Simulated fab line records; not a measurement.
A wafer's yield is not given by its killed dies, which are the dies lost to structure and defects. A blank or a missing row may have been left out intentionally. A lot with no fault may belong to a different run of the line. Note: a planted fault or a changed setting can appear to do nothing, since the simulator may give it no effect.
fab line records	flow sfq-line
record: lots: 13	wafers: 38	last-day: 82
route steps=325 shown M7@282
lots that met no fault: from a run of the same line without faults
start-h: hours from the record's opening day to when the first of the lot's shown wafers began	wait-h: how many hours have passed since the lot's step before this one	" same as the row above	L1.1+2: a row that stands for several wafers	- either no value or no given start	* or withheld: withheld	< > ~ a bound
route shown NAME@n: NAME is a module with steps in the file, n the number in the route of the first one	usual: average and standard deviation across the fault-free wafers	same: alike in all rows	chamber/n: place in a boat	sites: each site's reading	_std_site: how widely they spread, as a standard deviation	_edge_site: outer sites' mean less inner sites'	radius-mm: how far each site lies from the wafer's centre	mask NAME#n: copy n	behind: the tool/chamber that last shaped the wafer	hold: why the lot was held/for how many hours/how that ended	device: whichever transistor did not switch (one of n, p or np)	end of line: at the end of the route, the tests of the same wafers	step lacking rows: just its recipe	killed: the dies lost at the first sort to structure and to defects; this is not the yield of the wafer	map: a wafer's dies, x killed, . not, _ none there
set.NAME: the setting as run; set.NAME@STEP: as run at that earlier step	model.NAME: the simulator's own value behind a step, which no gauge read
the route's steps for a sample of lots (tables are steps, rows are wafers)
services: from which hour (start-h, from the record's first day; less than 0 if before it) a tool's chamber was out of use, for how many hours, and why
== steps ==
step: SFQ_TRILAYER_M7_DEP_SPUTTER_175
recipe: material: Nb	base-pressure-pa: 1.33e-06	chamber-pressure-pa: 0.1333	substrate-temp-c: 20	target-thk-nm: 200	power-w: 2000	time-s: 133.3
usual: throttle-valve-pct: 30.2/0.92
lot.wafer	tool	chamber	start-h	wait-h	throttle-valve-pct
L100.1	pvd-sputter-06	-	1613.96	0.0	31.4
L100.2	"	-	"	"	29.9
L100.5	"	-	"	"	31.3
L101.1	pvd-sputter-06	-	1634.35	0.0	29.9
L101.2	"	-	"	"	29.6
L101.3	"	-	"	"	28.6
L102.2	pvd-sputter-04	-	1637.95	0.0	30.7
L102.4	"	-	"	"	29.1
L102.6	"	-	"	"	29.3
L106.4	pvd-sputter-04	-	1673.96	0.0	30.6
L106.6	"	-	"	"	30.8
L108.2	pvd-sputter-04	-	1686.80	0.0	30.7
L108.3	"	-	"	"	29.0
L108.4	"	-	"	"	31.3
L112.1	pvd-sputter-03	-	1728.60	0.0	29.4
L112.3	"	-	"	"	30.0
L112.4	"	-	"	"	30.9
L113.3	pvd-sputter-03	-	1732.20	0.0	30.9
L113.4	"	-	"	"	32.3
L113.5	"	-	"	"	30.9
L114.2	pvd-sputter-06	-	1734.60	0.0	29.4
L114.4	"	-	"	"	30.1
L114.5	"	-	"	"	31.2
L119.1	pvd-sputter-06	-	1757.56	0.0	31.3
L119.5	"	-	"	"	31.4
L119.6	"	-	"	"	29.4
L120.1	pvd-sputter-06	-	1783.44	0.0	30.1
L120.3	"	-	"	"	29.2
L120.5	"	-	"	"	29.7
L121.1	pvd-sputter-04	-	1789.44	0.0	30.7
L121.2	"	-	"	"	30.8
L121.5	"	-	"	"	30.6
L122.2	pvd-sputter-06	-	1793.04	0.0	30.9
L122.4	"	-	"	"	29.9
L122.6	"	-	"	"	29.0
L123.2	pvd-sputter-04	-	1797.24	0.0	31.2
L123.3	"	-	"	"	29.2
L123.4	"	-	"	"	30.8
step: SFQ_M7_RS_MEAS_943
recipe: thk-meas-gauge: four-point-probe	reads: Nb_of_TRILAYER_M7_DEP_SPUTTER_175
usual: M7_NB_RS: 0.887/0.0072
lot.wafer	tool	chamber	start-h	wait-h	M7_NB_RS[ohm/sq]
L100.1	film-metro-04	-	1614.05	0.0	0.888
L100.2	"	-	"	"	0.875
L100.5	"	-	"	"	0.885
L101.1	film-metro-03	-	1634.44	0.0	0.894
L101.2	"	-	"	"	0.895
L101.3	"	-	"	"	0.901
L102.2	film-metro-04	-	1638.07	0.1	0.887
L102.4	"	-	"	"	0.887
L102.6	"	-	"	"	0.888
L106.4	film-metro-04	-	1674.11	0.1	0.880
L106.6	"	-	"	"	0.882
L108.2	film-metro-04	-	1686.91	0.1	0.887
L108.3	"	-	"	"	0.621
L108.4	"	-	"	"	0.879
L112.1	film-metro-01	-	1728.69	0.0	0.892
L112.3	"	-	"	"	0.894
L112.4	"	-	"	"	0.895
L113.3	film-metro-04	-	1732.33	0.1	0.875
L113.4	"	-	"	"	0.881
L113.5	"	-	"	"	0.885
L114.2	film-metro-01	-	1734.71	0.1	0.884
L114.4	"	-	"	"	0.881
L114.5	"	-	"	"	0.885
L119.1	film-metro-01	-	1757.65	0.0	0.895
L119.5	"	-	"	"	0.895
L119.6	"	-	"	"	0.891
L120.1	film-metro-01	-	1783.53	0.0	0.884
L120.3	"	-	"	"	0.896
L120.5	"	-	"	"	0.890
L121.1	film-metro-03	-	1789.53	0.0	0.879
L121.2	"	-	"	"	0.879
L121.5	"	-	"	"	0.889
L122.2	film-metro-01	-	1793.15	0.1	0.885
L122.4	"	-	"	"	0.883
L122.6	"	-	"	"	0.882
L123.2	film-metro-03	-	1797.35	0.1	0.882
L123.3	"	-	"	"	0.894
L123.4	"	-	"	"	0.889
step: SFQ_TRILAYER_M7_ETCH_METAL_ETCH_180
recipe: target: Nb	stop-on: SiO2	mask-material: PR	chemistry: Cl2/Ar	target-depth-nm: 240	icp-w: 600	bias-w: 80	pressure-mtorr: 10	time-s: 120
usual: drypump-motor-current-A: 5.8/0.5	oes-product-au: 0.896/0.0063
lot.wafer	tool	chamber	start-h	wait-h	drypump-motor-current-A	oes-product-au	rf-hours-counter-h
L100.1	rie-metal-03	0	1647.86	0.0	6.0	0.893	47
L100.2	"	1	"	"	5.0	0.907	71
L100.5	"	0	"	"	6.1	0.899	-
L101.1	rie-metal-02	1	1659.86	0.0	5.6	0.890	35
L101.2	"	0	"	"	6.4	0.896	88
L101.3	"	1	"	"	5.6	0.885	-
L102.2	rie-metal-03	1	1663.46	0.0	5.0	0.898	74
L102.4	"	1	"	"	5.0	0.894	-
L102.6	"	0	"	"	6.0	0.895	-
L106.4	rie-metal-03	1	1705.14	0.1	4.9	0.899	-
L106.6	"	0	"	"	6.0	0.896	-
L108.2	rie-metal-02	1	1718.10	0.0	5.6	0.898	45
L108.3	"	0	"	"	6.5	0.989	-
L108.4	"	1	"	"	5.6	0.895	-
L112.1	rie-metal-02	0	1754.09	0.0	6.4	0.892	104
L112.3	"	1	"	"	5.6	0.884	-
L112.4	"	0	"	"	6.4	0.894	-
L113.3	rie-metal-01	0	1759.68	0.1	6.1	0.903	-
L113.4	"	1	"	"	5.5	0.895	-
L113.5	"	0	"	"	6.1	0.905	-
L114.2	rie-metal-03	0	1765.74	0.0	6.1	0.896	71
L114.4	"	0	"	"	6.0	0.899	-
L114.5	"	0	"	"	6.1	0.898	-
L119.1	rie-metal-02	0	1787.34	0.0	6.4	0.896	110
L119.5	"	1	"	"	5.6	0.894	-
L119.6	"	0	"	"	6.5	0.902	-
L120.1	rie-metal-02	0	1805.34	0.0	6.5	0.905	113
L120.3	"	1	"	"	5.6	0.880	-
L120.5	"	0	"	"	6.4	0.890	-
L121.1	rie-metal-01	1	1810.14	0.0	5.5	0.893	66
L121.2	"	0	"	"	6.1	0.905	118
L121.5	"	0	"	"	6.1	0.894	-
L122.2	rie-metal-01	1	1816.14	0.0	5.5	0.899	66
L122.4	"	1	"	"	5.5	0.897	-
L122.6	"	0	"	"	6.1	0.900	-
L123.2	rie-metal-02	1	1823.34	0.0	5.6	0.904	62
L123.3	"	0	"	"	6.4	0.900	-
L123.4	"	1	"	"	5.6	0.904	-
== services ==
tool	chamber	start-h	hours	kind
pvd-sputter-04	-	1605.02	11.2	repair
rie-metal-02	-	1642.20	0.2	repair
pvd-sputter-06	-	1676.52	0.6	repair
pvd-sputter-06	-	1684.54	6.1	repair
pvd-sputter-04	-	1690.26	4.1	repair
pvd-sputter-04	2	1708.42	-	consumable-replace:kit
pvd-sputter-04	2	1708.42	18.0	scheduled-down
pvd-sputter-04	2	1708.42	18.0	vent-cycle
pvd-sputter-03	-	1709.76	1.6	repair
rie-metal-01	-	1752.88	0.4	repair
pvd-sputter-03	3	1792.11	-	consumable-replace:kit
pvd-sputter-03	3	1792.11	18.0	scheduled-down
pvd-sputter-03	3	1792.11	18.0	vent-cycle
rie-metal-03	0	1800.24	3.8	repair
rie-metal-02	-	1818.40	2.8	pm
rie-metal-01	1	1819.44	3.7	repair
== key ==
first-sign: step: SFQ_M7_RS_MEAS_943	reading: M7_NB_RS	direction: down	sigmas: 37	usual: 0.887	struck: 0.621
effect: step: SFQ_TRILAYER_M7_ETCH_METAL_ETCH_180	reading: oes-product-au	direction: up	sigmas: 15	usual: 0.896	struck: 0.989
met-at SFQ_TRILAYER_M7_DEP_SPUTTER_175
struck-lots L108
struck-wafers L108.3
onset-between 1637.95 1686.80
fault: kind: process-parameter-drift	tool: pvd-sputter-04	chamber: -	onset-h: 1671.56	steps: SFQ_TRILAYER_M7_DEP_SPUTTER_175	channel: target-thk-nm	offset: 83.771	shape: step	end-h: 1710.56	scope: struck-wafers-only	acts-in: these-recipes-only	stated: 200
